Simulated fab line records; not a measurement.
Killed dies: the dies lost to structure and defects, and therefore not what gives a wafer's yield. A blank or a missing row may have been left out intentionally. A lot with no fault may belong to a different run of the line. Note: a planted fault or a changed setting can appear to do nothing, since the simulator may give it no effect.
Matching of chambers + flow gf180mcu + rieDiel-01 running GF_V5_ETCH_16: 4 sister chambers
The step etches BARC in N2/H2. 18 wafers are shown with their chamber, then 9 later ones without.

## EACH WAFER AND ITS CHAMBER
| wafer  | chamber | drypumpMotorCurrentA (A) | chamberPressureMTorr (mTorr) | rfFwdPowerW (W) |
|--------|---------|--------------------------|------------------------------|-----------------|
| L074.4 | 0       | 6.2                      | 30.03                        | 494.8           |
| L074.5 | 0       | 6.3                      | 29.97                        | 494.3           |
| L074.6 | 3       | 6.8                      | 29.94                        | 497.4           |
| L075.4 | 1       | 5.7                      | 29.99                        | 494.3           |
| L075.5 | 0       | 6.3                      | 29.96                        | 494.1           |
| L075.6 | 1       | 5.7                      | 29.98                        | 493.1           |
| L077.1 | 0       | 6.3                      | 30.04                        | 497.6           |
| L077.2 | 2       | 6.4                      | 29.99                        | 496.6           |
| L077.6 | 1       | 5.7                      | 29.96                        | 493.8           |
| L080.1 | 0       | 6.3                      | 30.00                        | 491.7           |
| L080.4 | 1       | 5.7                      | 29.97                        | 496.4           |
| L080.6 | 1       | 5.7                      | 29.98                        | 495.0           |
| L083.1 | 2       | 6.4                      | 30.03                        | 493.8           |
| L083.3 | 0       | 6.3                      | 30.00                        | 494.2           |
| L083.4 | 1       | 5.7                      | 30.01                        | 496.7           |
| L084.1 | 2       | 6.4                      | 30.01                        | 495.1           |
| L084.3 | 1       | 5.7                      | 30.01                        | 495.6           |
| L084.5 | 1       | 5.7                      | 30.01                        | 496.6           |

SIGNATURES (means of the wafers above)
| reading              | chamber 0 | chamber 1 | chamber 2 | chamber 3 | scatter within a chamber |
|----------------------|-----------|-----------|-----------|-----------|--------------------------|
| drypumpMotorCurrentA | 6.283     | 5.700     | 6.400     | 6.800     | 0.0244                   |
| chamberPressureMTorr | 30.0000   | 29.9887   | 30.0100   | 29.9400   | 0.0246                   |
| rfFwdPowerW          | 494.450   | 495.188   | 495.167   | 497.400   | 1.58                     |
Rule: for a wafer and a chamber, the distance is found by dividing, reading by reading, the gap between the wafer's reading and the chamber's mean by the reading's scatter, squaring, summing and taking the root. If the next closest chamber is less than 2 further off than the closest, the wafer can't be placed; otherwise it belongs to the closest. The scatter: take each reading less its chamber's mean, square it, sum over the shown wafers, divide by the number of wafers less the number of chambers, and take the root.

## WAFERS MISSING THEIR CHAMBER
| wafer  | drypumpMotorCurrentA (A) | chamberPressureMTorr (mTorr) | rfFwdPowerW (W) |
|--------|--------------------------|------------------------------|-----------------|
| L085.3 | 6.4                      | 29.95                        | 495.7           |
| L085.5 | 6.3                      | 30.01                        | 492.7           |
| L085.6 | 5.7                      | 29.91                        | 496.8           |
| L087.1 | 6.8                      | 30.05                        | 495.8           |
| L087.2 | 6.4                      | 29.97                        | 495.7           |
| L087.4 | 5.7                      | 29.96                        | 494.8           |
| L091.2 | 6.4                      | 30.00                        | 496.9           |
| L091.4 | 6.8                      | 29.99                        | 496.2           |
| L091.5 | 5.7                      | 30.00                        | 493.1           |

## THE CHAMBER EACH PASSED THROUGH
| wafer  | from the rows above | in truth |
|--------|---------------------|----------|
| L085.3 | 2                   | 2        |
| L085.5 | 0                   | 0        |
| L085.6 | 1                   | 1        |
| L087.1 | 3                   | 3        |
| L087.2 | 2                   | 2        |
| L087.4 | 1                   | 1        |
| L091.2 | 2                   | 2        |
| L091.4 | 3                   | 3        |
| L091.5 | 1                   | 1        |
Correct placement for 9 of the 9. Not placeable from these rows: 0. 0 placed wrongly.
